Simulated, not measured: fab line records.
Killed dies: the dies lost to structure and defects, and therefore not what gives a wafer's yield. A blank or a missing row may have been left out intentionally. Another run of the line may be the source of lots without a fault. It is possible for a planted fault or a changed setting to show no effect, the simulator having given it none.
fab line records ; flow sky130 ; part 2 of 2: steps 34 to 45 of 45
record: lots: 5; wafers: 15; last-day: 50
route steps=708 shown LDD_HVN@272 LDD_HVP@278 LDD_LDN@289 SPACER@304 POLY_CUT@307
lots that met no fault: taken from a fault-free run of the same line
start-h: start of the lot's first displayed wafer, in hours after the record's first day ; wait-h: time in hours since the lot's previous step ; " as in the row above ; L1.1+2: several wafers, shown together as one row ; - no value present, or no start provided ; * or withheld: withheld ; < > ~ a bound
route shown NAME@n: NAME is a module with steps in the file, n the number in the route of the first one ; usual: mean and standard deviation over wafers with no fault ; same: alike in all rows ; chamber/n: place in a boat ; sites: each site's reading ; _std_site: standard deviation across them ; _edge_site: inner sites' mean taken away from outer sites' mean ; radius-mm: for every site, how far away it sits from the centre of the wafer ; mask NAME#n: copy n ; behind: the most recent tool/chamber to have shaped the wafer ; hold: why the lot was held/for how many hours/how that ended ; device: names the non-switching transistor (n, p or np) ; end of line: the same wafers' tests at the end of the route ; for a step that has no rows: nothing shown but its recipe ; killed: at the first sort, the dies lost to defects and structure; wafer yield is something else ; map: the dies of a wafer, with x for killed, . for not killed, _ for no die there
set.NAME: the setting that was run; set.NAME@STEP: the one run at that earlier step ; model.NAME: the simulator's own value behind a step, which no gauge read
lots at selected steps of the route; one table per step, one row per wafer
services: a tool's chamber out of use, with start hour (start-h, from the record's first day; less than 0 if before it), hours out, and reason
== steps ==
step: SKY_SPACER_THK_MEAS_01
recipe: reads: Si3N4_of_SPACER_CVD_00
usual: SPACER_CVD_00_THK: 43.3/0.47
lot.wafer;tool;chamber;start-h;wait-h;SPACER_CVD_00_THK[nm]
L084.2;film-metro-04;-;610.15;0.0;43.6
L084.3;film-metro-04;-;610.15;0.0;43.3
L084.4;film-metro-04;-;610.15;0.0;43.3
L085.1;film-metro-04;-;621.03;0.0;43.4
L085.4;film-metro-04;-;621.03;0.0;43.8
L085.5;film-metro-04;-;621.03;0.0;44.0
L092.1;film-metro-04;-;681.75;0.0;43.1
L092.5;film-metro-04;-;681.75;0.0;43.3
L092.6;film-metro-04;-;681.75;0.0;43.4
L093.1;film-metro-02;-;683.77;0.0;43.6
L093.5;film-metro-02;-;683.77;0.0;42.8
L093.6;film-metro-02;-;683.77;0.0;43.4
L097.3;film-metro-04;-;721.79;0.0;44.1
L097.5;film-metro-04;-;721.79;0.0;44.1
L097.6;film-metro-04;-;721.79;0.0;43.9
step: SKY_SPACER_ETCHBACK_02
recipe: chemistry: CH3F/O2; target: Si3N4; stop-on: SiO2; source-w: 400; bias-w: 80; pressure-mtorr: 25; ch3f-flow-sccm: 40; O2_flow_sccm: 30; time-s: 46.7; target-depth-a: 450
usual: ch3f-flow-sccm: 40.01/0.12; drypump-motor-current-A: 5.8/0.45; oes-product-au: 0.856/0.0069; throttle-valve-pct: 10.564/0.0092
lot.wafer;tool;chamber;start-h;wait-h;ch3f-flow-sccm;drypump-motor-current-A;oes-product-au;rf-hours-counter-h;throttle-valve-pct
L084.2;rie-diel-01;2;610.20;0.0;39.97;5.8;0.850;4;10.556
L084.3;rie-diel-01;1;610.20;0.0;39.90;5.4;0.856;11;10.572
L084.4;rie-diel-01;0;610.20;0.0;40.04;5.1;0.855;7;10.568
L085.1;rie-diel-02;3;621.09;0.1;40.10;5.8;0.858;36;10.569
L085.4;rie-diel-02;0;621.09;0.1;39.99;6.0;0.862;64;10.563
L085.5;rie-diel-02;0;621.09;0.1;39.89;6.0;0.865;-;10.560
L092.1;rie-diel-02;3;681.81;0.1;40.13;5.7;0.852;38;10.563
L092.5;rie-diel-02;0;681.81;0.1;40.15;6.0;0.855;-;10.567
L092.6;rie-diel-02;1;681.81;0.1;39.93;5.2;0.857;-;10.562
L093.1;rie-diel-01;3;683.83;0.1;40.13;5.6;0.854;27;10.554
L093.5;rie-diel-01;0;683.83;0.1;39.85;5.1;0.848;-;10.566
L093.6;rie-diel-01;1;683.83;0.1;40.14;5.4;0.860;-;10.566
L097.3;rie-diel-02;2;721.83;0.0;40.11;6.5;0.872;23;10.559
L097.5;rie-diel-02;3;721.83;0.0;40.07;5.8;0.869;-;10.573
L097.6;rie-diel-02;2;721.83;0.0;40.03;6.5;0.857;-;10.556
step: SKY_POLY_CUT_DEHYDRATE_00
recipe: temp-c: 200; time-s: 60
lot.wafer;tool;chamber;start-h;wait-h
L084.2+3+4;litho-track-04;0;623.83;13.6
L085.1+4+5;litho-track-03;0;635.61;14.5
L092.1+5+6;litho-track-04;0;695.61;13.8
L093.1+5+6;litho-track-02;0;697.32;13.5
L097.3+5+6;litho-track-04;0;735.26;13.4
step: SKY_POLY_CUT_HMDS_01
recipe: prime-time-s: 60; prime-temp-c: 120
lot.wafer;tool;chamber;start-h;wait-h
L084.2+3+4;litho-track-04;0;623.98;0.1
L085.1+4+5;litho-track-03;0;635.76;0.1
L092.1+5+6;litho-track-04;0;695.76;0.1
L093.1+5+6;litho-track-02;0;697.47;0.1
L097.3+5+6;litho-track-04;0;735.41;0.1
step: SKY_POLY_CUT_COAT_02
recipe: resist: BARC; temp-c: withheld; time-s: withheld; spin-rpm: 3000; resist-thk-nm: 60
lot.wafer;tool;chamber;start-h;wait-h
L084.2+3+4;litho-track-04;0;624.13;0.1
L085.1+4+5;litho-track-03;0;635.91;0.1
L092.1+5+6;litho-track-04;0;695.91;0.1
L093.1+5+6;litho-track-02;0;697.62;0.1
L097.3+5+6;litho-track-04;0;735.56;0.1
step: SKY_POLY_CUT_COAT_03
recipe: resist: KrF-thick; spin-rpm: 3000; resist-thk-nm: 450
lot.wafer;tool;chamber;start-h;wait-h
L084.2+3+4;litho-track-04;0;-;-
L085.1+4+5;litho-track-03;0;-;-
L092.1+5+6;litho-track-04;0;-;-
L093.1+5+6;litho-track-02;0;-;-
L097.3+5+6;litho-track-04;0;-;-
step: SKY_POLY_CUT_SOFTBAKE_04
recipe: temp-c: 100; time-s: 90; resist: KrF-thick
lot.wafer;tool;chamber;start-h;wait-h
L084.2+3+4;litho-track-04;0;-;-
L085.1+4+5;litho-track-03;0;-;-
L092.1+5+6;litho-track-04;0;-;-
L093.1+5+6;litho-track-02;0;-;-
L097.3+5+6;litho-track-04;0;-;-
step: SKY_POLY_CUT_EXPOSE_05
recipe: mask-id: NPCM; na: 0.8; source-shape: annular; sigma-inner: 0.55; sigma-outer: 0.85; target-cd-nm: 270; dose-mj: 32
usual: reticle-temp-C: 23.01/0.11; stage-vel-mm-s: 499.99/0.24
same: na: 0.8
lot.wafer;tool;chamber;start-h;wait-h;mask;reticle-temp-C;stage-vel-mm-s
L084.2;krf-scanner-01;0;-;-;NPCM#0;23.04;500.07
L084.3;krf-scanner-01;0;-;-;NPCM#0;22.94;500.01
L084.4;krf-scanner-01;0;-;-;NPCM#0;23.03;500.10
L085.1;krf-scanner-02;0;-;-;NPCM#0;23.07;500.02
L085.4;krf-scanner-02;0;-;-;NPCM#0;22.79;499.98
L085.5;krf-scanner-02;0;-;-;NPCM#0;22.89;499.93
L092.1;krf-scanner-01;0;-;-;NPCM#0;22.82;499.97
L092.5;krf-scanner-01;0;-;-;NPCM#0;22.92;500.08
L092.6;krf-scanner-01;0;-;-;NPCM#0;22.86;500.30
L093.1;krf-scanner-02;0;-;-;NPCM#0;23.18;500.23
L093.5;krf-scanner-02;0;-;-;NPCM#0;22.99;499.99
L093.6;krf-scanner-02;0;-;-;NPCM#0;23.03;499.78
L097.3;krf-scanner-01;0;-;-;NPCM#0;22.97;500.04
L097.5;krf-scanner-01;0;-;-;NPCM#0;23.07;500.26
L097.6;krf-scanner-01;0;-;-;NPCM#0;22.94;499.94
step: SKY_POLY_CUT_PEB_06
recipe: peb-temp-c: withheld; peb-time-s: withheld; resist: KrF-thick
lot.wafer;tool;chamber;start-h;wait-h
L084.2+3+4;litho-track-02;0;-;-
L085.1+4+5;litho-track-02;0;-;-
L092.1+5+6;litho-track-04;0;-;-
L093.1+5+6;litho-track-04;0;-;-
L097.3+5+6;litho-track-02;0;-;-
step: SKY_POLY_CUT_DEVELOP_07
recipe: develop-time-s: 60; resist: KrF-thick; dev-temp-c: 21
lot.wafer;tool;chamber;start-h;wait-h
L084.2+3+4;litho-track-02;0;-;-
L085.1+4+5;litho-track-02;0;-;-
L092.1+5+6;litho-track-04;0;-;-
L093.1+5+6;litho-track-04;0;-;-
L097.3+5+6;litho-track-02;0;-;-
step: SKY_POLY_CUT_CD_MEAS_08
recipe: target-cd-nm: 270
usual: cd-nm: 269.9/1.3
lot.wafer;tool;chamber;start-h;wait-h;cd-nm
L084.2;cd-sem-02;-;639.34;-;271.4
L084.3;cd-sem-02;-;639.34;-;270.5
L084.4;cd-sem-02;-;639.34;-;269.9
L085.1;cd-sem-01;-;650.22;-;268.6
L085.4;cd-sem-01;-;650.22;-;267.9
L085.5;cd-sem-01;-;650.22;-;268.5
L092.1;cd-sem-02;-;709.81;-;267.5
L092.5;cd-sem-02;-;709.81;-;267.6
L092.6;cd-sem-02;-;709.81;-;267.8
L093.1;cd-sem-01;-;711.66;-;269.7
L093.5;cd-sem-01;-;711.66;-;269.4
L093.6;cd-sem-01;-;711.66;-;270.0
L097.3;cd-sem-01;-;749.16;-;267.8
L097.5;cd-sem-01;-;749.16;-;268.1
L097.6;cd-sem-01;-;749.16;-;267.5
step: SKY_POLY_CUT_OVL_MEAS_09
usual: POLY_CUT_OVL: 5/5.7
lot.wafer;tool;chamber;start-h;wait-h;POLY_CUT_OVL[nm]
L084.2;overlay-02;-;639.45;0.1;5
L084.3;overlay-02;-;639.45;0.1;18
L084.4;overlay-02;-;639.45;0.1;8
L085.1;overlay-02;-;650.34;0.1;13
L085.4;overlay-02;-;650.34;0.1;5
L085.5;overlay-02;-;650.34;0.1;9
L092.1;overlay-02;-;709.93;0.1;14
L092.5;overlay-02;-;709.93;0.1;14
L092.6;overlay-02;-;709.93;0.1;1
L093.1;overlay-02;-;711.78;0.1;-1
L093.5;overlay-02;-;711.78;0.1;-5
L093.6;overlay-02;-;711.78;0.1;1
L097.3;overlay-01;-;749.25;0.1;1
L097.5;overlay-01;-;749.25;0.1;-5
L097.6;overlay-01;-;749.25;0.1;12
== services ==
tool;chamber;start-h;hours;kind
plasma-asher-01;-;525.40;2.0;repair
lpcvd-02;-;532.48;7.6;repair
plasma-asher-04;-;548.04;1.5;repair
implanter-04;-;559.56;3.3;repair
implanter-04;-;571.35;3.8;repair
rie-diel-02;0;572.23;5.4;repair
plasma-asher-03;-;574.51;13.9;repair
plasma-asher-01;-;581.95;2.8;pm
iline-stepper-02;-;595.48;1.7;pm
implanter-03;-;596.19;5.4;repair
plasma-asher-04;-;600.74;2.0;repair
iline-stepper-02;-;604.38;2.1;repair
implanter-03;-;634.52;1.1;repair
implanter-02;-;653.01;4.0;pm
iline-stepper-01;-;656.55;1.7;pm
implanter-03;-;662.84;0.7;repair
iline-stepper-02;-;667.13;19.3;repair
implanter-02;-;678.81;3.9;repair
plasma-asher-01;-;688.86;1.1;repair
iline-stepper-01;-;690.36;4.4;pm
implanter-01;-;713.62;5.1;pm
implanter-01;-;720.52;3.5;repair
implanter-01;-;733.66;8.1;repair
plasma-asher-03;-;733.75;9.0;pm
